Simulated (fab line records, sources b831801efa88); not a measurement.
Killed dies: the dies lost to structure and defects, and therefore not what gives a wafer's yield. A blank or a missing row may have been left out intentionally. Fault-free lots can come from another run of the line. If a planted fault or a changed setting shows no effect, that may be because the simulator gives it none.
Chamber matching    flow gf180mcu    cmp-01 running GF_V4_CMP_04: 4 sister chambers
The step polishes SiO2. 4 wafers are shown with their chamber, then 6 later ones without.

== WAFERS PAIRED WITH THEIR CHAMBERS ==
wafer   chamber  motorCurrentA (A)
L254.3  0        13.5
L254.6  3        10.5
L263.2  1        10.6
L263.4  2        12.1

== WAFERS MISSING THEIR CHAMBER ==
wafer   motorCurrentA (A)
L266.1  10.1
L266.4  11.8
L266.6  10.7
L268.1  12.7
L268.2  11.3
L268.4  10.4

== EACH ONE'S CHAMBER ==
wafer   from the rows above           in truth
L266.1  can't be placed: 3 or 1       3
L266.4  2                             2
L266.6  can't be placed: 1 or 3       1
L268.1  can't be placed: 2 or 0       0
L268.2  can't be placed: 1 or 2 or 3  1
L268.4  can't be placed: 3 or 1       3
Correctly placed: 1 of 6. Can't be placed from these rows: 5 (the true chamber is among the candidates in 5). Placed wrongly: 0.
How it was worked out, from the rows above alone: a wafer's distance from a chamber is the root of the sum, over the readings, of the square of ((its reading less the chamber's mean) divided by the reading's scatter). If the next closest chamber is less than 2 further off than the closest, the wafer can't be placed; otherwise it belongs to the closest. The mean given for a chamber averages the wafers shown for that chamber. The scatter: root of mean squared gap, hidden wafer to nearest shown wafer, with one shown wafer a chamber.
